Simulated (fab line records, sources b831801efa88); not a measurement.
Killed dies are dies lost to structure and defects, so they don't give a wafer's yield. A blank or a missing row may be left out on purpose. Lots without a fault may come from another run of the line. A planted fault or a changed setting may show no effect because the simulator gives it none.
Split-lot experiment | flow gf180mcu | 5 lots, 23 wafers read, on a route of 602 steps

THE SPLIT
At GF_V2_SPUTTER_22 (material TiN, target thk 10 nm, time 40 s), the setting chamber_pressure_pa was moved away from the recipe's 5 Pa on 15 of the 23 wafers read, by -14.6% to +8.6%. The other wafers ran this setting at the recipe's value.

The reading is taken at the split's own step.

THE READING
TiN_of_V2_SPUTTER_22.thk_nm (the simulator's own value, which no gauge read), in nm, at GF_V2_SPUTTER_22 (material TiN, target thk 10 nm, time 40 s). The file gives no usual value for it. The 8 wafers here that ran the recipe average 9.873 nm, standard deviation 0.079 nm.

wafer  | tool, chamber at the split | chamber_pressure_pa as run, Pa | against the recipe | TiN_of_V2_SPUTTER_22.thk_nm, nm | against lot-mates on the recipe
L074.1 | pvd_sputter-04, -          | 5.428                          | +8.6%              | 9.302                           | no lot-mate on the recipe
L074.2 | pvd_sputter-04, -          | 5.428                          | +8.6%              | 9.274                           | no lot-mate on the recipe
L074.3 | pvd_sputter-04, -          | 5.428                          | +8.6%              | 9.294                           | no lot-mate on the recipe
L074.5 | pvd_sputter-04, -          | 5.428                          | +8.6%              | 9.43                            | no lot-mate on the recipe
L074.6 | pvd_sputter-04, -          | 5.428                          | +8.6%              | 9.279                           | no lot-mate on the recipe
L075.1 | pvd_sputter-01, -          | 4.428                          | -11.4%             | 11.18                           | no lot-mate on the recipe
L075.2 | pvd_sputter-01, -          | 4.428                          | -11.4%             | 11.01                           | no lot-mate on the recipe
L075.3 | pvd_sputter-01, -          | 4.428                          | -11.4%             | 11.01                           | no lot-mate on the recipe
L075.5 | pvd_sputter-01, -          | 4.428                          | -11.4%             | 10.98                           | no lot-mate on the recipe
L075.6 | pvd_sputter-01, -          | 4.428                          | -11.4%             | 11.05                           | no lot-mate on the recipe
L076.1 | pvd_sputter-04, -          | 4.271                          | -14.6%             | 11.54                           | no lot-mate on the recipe
L076.3 | pvd_sputter-04, -          | 4.271                          | -14.6%             | 11.56                           | no lot-mate on the recipe
L076.4 | pvd_sputter-04, -          | 4.271                          | -14.6%             | 11.59                           | no lot-mate on the recipe
L076.5 | pvd_sputter-04, -          | 4.271                          | -14.6%             | 11.58                           | no lot-mate on the recipe
L076.6 | pvd_sputter-04, -          | 4.271                          | -14.6%             | 11.5                            | no lot-mate on the recipe
L081.1 | pvd_sputter-04, -          | 5                              | recipe             | 9.808                           | -
L081.2 | pvd_sputter-04, -          | 5                              | recipe             | 9.777                           | -
L081.3 | pvd_sputter-04, -          | 5                              | recipe             | 9.82                            | -
L081.4 | pvd_sputter-04, -          | 5                              | recipe             | 9.836                           | -
L081.6 | pvd_sputter-04, -          | 5                              | recipe             | 9.967                           | -
L084.1 | pvd_sputter-01, -          | 5                              | recipe             | 10.01                           | -
L084.3 | pvd_sputter-01, -          | 5                              | recipe             | 9.93                            | -
L084.4 | pvd_sputter-01, -          | 5                              | recipe             | 9.833                           | -

THE FIT
A straight line over all 23 wafers: TiN_of_V2_SPUTTER_22.thk_nm changes by -0.097 nm for each +1% of chamber_pressure_pa; r = -0.99; the points scatter about the line by 0.15 nm.
Too few moved wafers have a lot-mate on the recipe to fit a line with each lot's own level taken away.

THE FILE'S OWN FIT
TiN_of_V2_SPUTTER_22.thk_nm changes by -0.097 nm for each +1% of chamber_pressure_pa, r = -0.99.
